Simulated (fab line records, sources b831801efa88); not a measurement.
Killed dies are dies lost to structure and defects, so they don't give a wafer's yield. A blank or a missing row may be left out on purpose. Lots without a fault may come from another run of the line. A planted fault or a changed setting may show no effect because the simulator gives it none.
One fault seen from 2 desks | flow gf180mcu | each desk has only its own numbers; what lay behind them comes last

THE TOOL OWNER'S DESK: furnace-01
The tool's own readings at GF_DUAL_GATE_OXIDATION_15 (stabilise 600 s, purge 300 s, target thk 7.098 nm): means of the sampled wafers that have a number, for each lot that ran on this tool. A lot is out of limits, marked OUT, if its mean lies more than 4 standard deviations from the usual mean; the brackets give that distance.
Columns: A = spike_tc_centre_C at GF_DUAL_GATE_OXIDATION_15, usual 850.5 C; B = spike_tc_upper_C at GF_DUAL_GATE_OXIDATION_15, usual 850.3 C; C = zone_power_lower_pct at GF_DUAL_GATE_OXIDATION_15, usual 14.66 %; D = zone_power_top_pct at GF_DUAL_GATE_OXIDATION_15, usual 31.0 %; E = zone_power_upper_pct at GF_DUAL_GATE_OXIDATION_15, usual 16.0 %
lot  | first seen here | A                | B               | C     | D              | E
L907 | day 9 13:45     | 850.4            | 850.7           | 14.66 | 31.1           | 15.3
L908 | day 9 13:45     | 849.7            | 851.1           | 14.45 | 31.0           | 15.5
L909 | day 9 20:46     | 851.1            | 849.8           | 14.57 | 31.0           | 15.4
L910 | day 10 07:50    | 850.0            | 849.5           | 14.50 | 30.9           | 15.5
L912 | day 11 01:39    | 851.1            | 849.1           | 14.55 | 30.8           | 15.3
L913 | day 11 01:39    | 851.0            | 850.5           | 14.66 | 30.6           | 15.3
L914 | day 11 09:52    | 850.2            | 849.9           | 14.48 | 30.8           | 15.3
L916 | day 11 17:38    | 851.1            | 850.1           | 14.57 | 30.9           | 15.4
L917 | day 12 03:08    | 850.8            | 850.0           | 14.51 | 30.7           | 15.5
L921 | day 12 22:50    | 855.6 (+5.3) OUT | 811.5 (-40) OUT | 14.01 | 38.5 (+16) OUT | 2.0 (-16) OUT
L922 | day 13 11:35    | 855.5 (+5.2) OUT | 811.1 (-40) OUT | 13.86 | 38.5 (+16) OUT | 2.0 (-16) OUT
This desk's finding: out of limits on L921, L922; first on L921, day 12 22:50 (spike_tc_centre_C at GF_DUAL_GATE_OXIDATION_15). In limits: L907, L908, L909, L910, L912, L913, L914, L916, L917.

THE METROLOGY DESK
What the gauges read, lot by lot, whatever tool the lot ran on: means of the sampled wafers that have a number. A lot is out of limits, marked OUT, if its mean lies more than 4 standard deviations from the usual mean; the brackets give that distance.
Columns: A = cd_nm at GF_M1_CD_MEAS_14, usual 229.7 nm
lot  | first seen here | A
L904 | day 17 04:35    | 229.9
L905 | day 17 21:51    | 229.2
L908 | day 18 17:13    | 230.8
L907 | day 18 19:28    | 230.7
L909 | day 19 04:14    | 229.9
L910 | day 19 17:08    | 229.8
L913 | day 20 12:28    | 229.0
L912 | day 20 16:56    | 230.1
L914 | day 21 02:10    | 230.2
L915 | day 21 09:31    | 230.8
L916 | day 21 11:25    | 228.6
L917 | day 21 21:49    | 228.8
L921 | day 22 23:23    | 230.7
L922 | day 23 12:01    | 231.3
This desk's finding: nothing out of limits on any of the 14 lots.

PUT TOGETHER
The tool owner's desk could have raised an alarm at day 12 22:50, on L921, L922.
The metrology desk saw nothing out of limits.
The metrology desk has L921, L922 on record, within its limits.
Of the lots named, all ran GF_DUAL_GATE_OXIDATION_15 on furnace-01.

WHAT THE SIMULATOR HAD PUT IN
Process parameter drift: furnace-01, from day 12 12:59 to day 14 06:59, at GF_DUAL_GATE_OXIDATION_15. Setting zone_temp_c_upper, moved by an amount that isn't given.
Lots struck among those shown: L921, L922.
Hours from the fault's start to each desk's first reading out of limits: the tool owner's desk, 10.
